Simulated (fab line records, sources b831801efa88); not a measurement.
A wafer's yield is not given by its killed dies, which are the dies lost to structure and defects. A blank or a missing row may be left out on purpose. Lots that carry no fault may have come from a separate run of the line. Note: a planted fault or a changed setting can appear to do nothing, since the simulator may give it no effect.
Which tool is to blame? | flow gf180mcu | route of 602 steps, sampled at 1 step: 6 lots, 18 wafers

== WHAT THE GAUGES SHOWED, per wafer ==
GF_HV_LDD_THK_MEAS_57.
lot  | measured     | on            | HV_LDD_CVD_56_THK (nm)
L356 | day 13 05:06 | film_metro-04 | 90.4 89.6 90.3
L357 | day 13 16:14 | film_metro-02 | 89.7 89.9 90.0
L360 | day 14 11:01 | film_metro-01 | 88.4 89.1 88.8
L362 | day 14 18:01 | film_metro-01 | 91.2 90.7 90.7
L364 | day 15 11:27 | film_metro-02 | 90.4 89.0 89.8
L371 | day 17 19:19 | film_metro-02 | 88.5 89.2 89.4

== EACH LOT AND THE TOOL THAT RAN IT (in order: tool; ch and the chambers of the sampled wafers; start) ==
There is no process step in the record ahead of these readings.

== THE ANSWER, worked out from the rows above alone ==
Rule: the lots themselves supply what counts as usual. The widest of any qualifying gaps counts: lots, ordered by their means at a reading, are off when they make up no more than a third of the lots, leave a main group of 4 or more, and stand apart from it by 3 or more times the standard deviation of that group's means. A main group is skipped when, at the precision printed for the reading in the tables above, its means are all equal. Also off: a lot with no number at a reading for which 4 or more lots have one. Any other lot the step has rows for is counted as sound.
Nothing can be told from this: no lot is off at any reading shown.

== WHAT THE SIMULATOR PUT IN ==
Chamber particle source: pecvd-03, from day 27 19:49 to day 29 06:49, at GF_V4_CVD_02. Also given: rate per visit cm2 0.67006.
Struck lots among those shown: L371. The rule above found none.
